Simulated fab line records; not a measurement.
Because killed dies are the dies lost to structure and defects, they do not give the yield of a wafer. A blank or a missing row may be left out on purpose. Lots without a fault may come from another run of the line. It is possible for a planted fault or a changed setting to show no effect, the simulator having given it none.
Comparing a struck lot with a sound one || flow sky130 || 15 steps out of a route of 708
Sound: these wafers, L137.1, L137.4, L137.6. Struck: wafer L139.4 (left out: L139.3, L139.5 of the same lot, which were not struck); the cause appears at the end.
Order at every step that has rows: each side's tool, ch and its chambers, its first start. Under that, the readings that differ: sound wafers || struck wafers || difference of the means || sigmas: that difference in standard deviations of wafers without a fault.
alike: same words and numbers on both sides, and readings whose means sit less than 2 such deviations apart. not compared: any withheld reading, any reading some wafer has no value for, any bound like >300 that may hide the same value, and any number with overlapping values for which the record gives no deviation.
Wherever a step has rows on one side only, a row that says differs or no value, or a row with sigmas, the two part there. Numbers that don't overlap but have no deviation are shown without sigmas and don't part them. Lack of a reading on every wafer of one side parts them only where that side has two or more wafers.

first, 3 steps without rows for these wafers: SKY_METAL1_EXPOSE_12 (exposes mask MM1, target cd 140 nm); SKY_METAL1_PEB_13; SKY_METAL1_DEVELOP_14 (develop time 60 s).
SKY_METAL1_CD_MEAS_15: the cd target is 140 nm.
  sound on cd sem-02 at day 35 11:25; struck on cd sem-01 at day 36 00:04
  alike: cd nm
SKY_METAL1_OVL_MEAS_16:
  sound on overlay-01 at day 35 11:32; struck on overlay-02 at day 36 00:10
  alike: METAL1_OVL
SKY_METAL1_DESCUM_17: chemistry O2, time 8 s.
  sound on rie metal-03 ch 0,1, day 35 11:34; struck on rie metal-03 ch 1, day 36 00:12
  alike: drypump motor current A, oes product au, rf fwd power W
  not compared: rf hours counter h
SKY_METAL1_ETCH_18: etches BARC in N2/H2, stops on SiO2, time 45.9 s, target depth 60 nm.
  sound on rie metal-03 ch 0,1, day 35 11:36; struck on rie metal-03 ch 1, day 36 00:14
  alike: bias w, drypump motor current A, n2 flow sccm, oes product au, rf fwd power W, throttle valve pct
  not compared: rf hours counter h
SKY_METAL1_METAL_ETCH_19: etches the open film in Cl2/BCl3, stops on SiO2, target depth 360 nm, time 78 s.
  sound on rie metal-03 ch 0,1, day 35 11:40; struck on rie metal-03 ch 1, day 36 00:19
  alike: bias w, drypump motor current A, oes product au, rf fwd power W, throttle valve pct
  not compared: rf hours counter h
SKY_METAL1_STRIP_20: strips in O2/N2.
  sound on plasma asher-03 ch 0,1, day 35 11:46; struck on plasma asher-04 ch 1, day 36 00:24
  alike: drypump motor current A, n2 flow sccm, oes product au, strip time to endpoint s
  not compared: rf hours counter h
then, 3 steps without rows for these wafers: SKY_METAL1_STRIP_21 (strips in post etch residue remover, time 1200 s); SKY_METAL1_CLEAN_22 (cleans in IPA, time 180 s); SKY_METAL1_CLEAN_23 (cleans in O3/DIW).
SKY_VIA1_HDPCVD_00: deposits SiO2, target thk 1030 nm, time 171.7 s.
  sound on hdpcvd-01 ch 1,2, day 35 12:23; struck on hdpcvd-02 ch 2, day 36 01:00
{"reading": "run length s (s)", "sound": "199.3 199.1 198.9", "struck": 169.8, "difference": -29.3, "sigmas": -64}
{"reading": "model.SiO2_of_VIA1_HDPCVD_00.thk nm (nm)", "sound": "1031 1042 1047", "struck": 878, "difference": -162, "sigmas": ""}
SKY_VIA1_THK_MEAS_01:
  sound on film metro-03 at day 35 12:30; struck on film metro-04 at day 36 01:08
{"reading": "VIA1_HDPCVD_THK (nm)", "sound": "1032 1041 1047", "struck": 878, "difference": -162, "sigmas": -12}
SKY_VIA1_CMP_02: polishes SiO2.
  sound on cmp-01 ch 0,1,2, day 35 12:40; struck on cmp-01 ch 3, day 36 01:10
  alike: motor current A

== WHERE THEY PART ==
At SKY_VIA1_HDPCVD_00 first; at SKY_VIA1_THK_MEAS_01 last (within this record only). Later steps at which nothing parts them and some readings are alike: SKY_VIA1_CMP_02.

WHY: what the simulator had put in
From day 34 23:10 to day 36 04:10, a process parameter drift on hdpcvd-02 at SKY_VIA1_HDPCVD_00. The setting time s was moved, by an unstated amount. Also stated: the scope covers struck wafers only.
